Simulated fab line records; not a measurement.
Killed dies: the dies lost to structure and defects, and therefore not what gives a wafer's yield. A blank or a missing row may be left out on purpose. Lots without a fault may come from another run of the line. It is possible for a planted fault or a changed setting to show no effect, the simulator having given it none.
Matching of chambers    flow sky130    SKY_VIA3_ETCH_14 on rie diel-03: 4 sister chambers
The step etches BARC in N2/H2, stops on SiO2, time 45.9 s, target depth 60 nm. 14 wafers are shown with their chamber, then 7 later ones without.

== EACH WAFER AND ITS CHAMBER ==
wafer   chamber  drypump motor current A (A)  throttle valve pct (%)  oes product au (a.u.)
L359.2  0        5.1                          13.225                  0.860
L359.3  3        5.0                          13.223                  0.861
L359.5  2        5.6                          13.218                  0.857
L367.1  3        4.9                          13.226                  0.847
L367.2  0        5.1                          13.237                  0.852
L367.5  0        5.0                          13.213                  0.855
L370.2  2        5.7                          13.232                  0.855
L370.4  0        5.1                          13.215                  0.855
L370.5  0        5.1                          13.227                  0.849
L373.1  1        5.5                          13.243                  0.850
L373.3  2        5.7                          13.238                  0.853
L373.6  0        5.0                          13.216                  0.850
L374.3  3        5.0                          13.219                  0.855
L374.5  3        5.0                          13.234                  0.854

SIGNATURES, as means of the wafers listed above
reading                  chamber 0  chamber 1  chamber 2  chamber 3  scatter within a chamber
drypump motor current A  5.067      5.500      5.667      4.975      0.0524
throttle valve pct       13.22217   13.24300   13.22933   13.22550   0.0087
oes product au           0.85350    0.85000    0.85500    0.85425    0.00434
Rule: for a wafer and a chamber, the distance is found by dividing, reading by reading, the gap between the wafer's reading and the chamber's mean by the reading's scatter, squaring, summing and taking the root. The wafer belongs to the nearest chamber; if the next one is less than 2 further off, it can't be placed. How the scatter is found: for the shown wafers, subtract from each reading the mean of its chamber, square and add these, divide the total by (wafers less chambers), then take the root.

== WAFERS WITHOUT THEIR CHAMBER ==
wafer   drypump motor current A (A)  throttle valve pct (%)  oes product au (a.u.)
L374.6  5.1                          13.235                  0.858
L376.1  5.7                          13.209                  0.864
L376.4  5.1                          13.230                  0.855
L376.5  5.6                          13.229                  0.852
L377.1  5.6                          13.226                  0.855
L377.5  5.0                          13.230                  0.852
L377.6  5.6                          13.222                  0.849

== CHAMBER TAKEN BY EACH ==
wafer   from the rows above      in truth
L374.6  can't be placed: 0 or 3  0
L376.1  2                        2
L376.4  can't be placed: 0 or 3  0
L376.5  can't be placed: 2 or 1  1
L377.1  can't be placed: 2 or 1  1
L377.5  can't be placed: 3 or 0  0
L377.6  can't be placed: 2 or 1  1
Correct placement for 1 of the 7. From these rows, 6 cannot be placed; in 6 the true chamber is one of the candidates. Placed wrongly: 0.
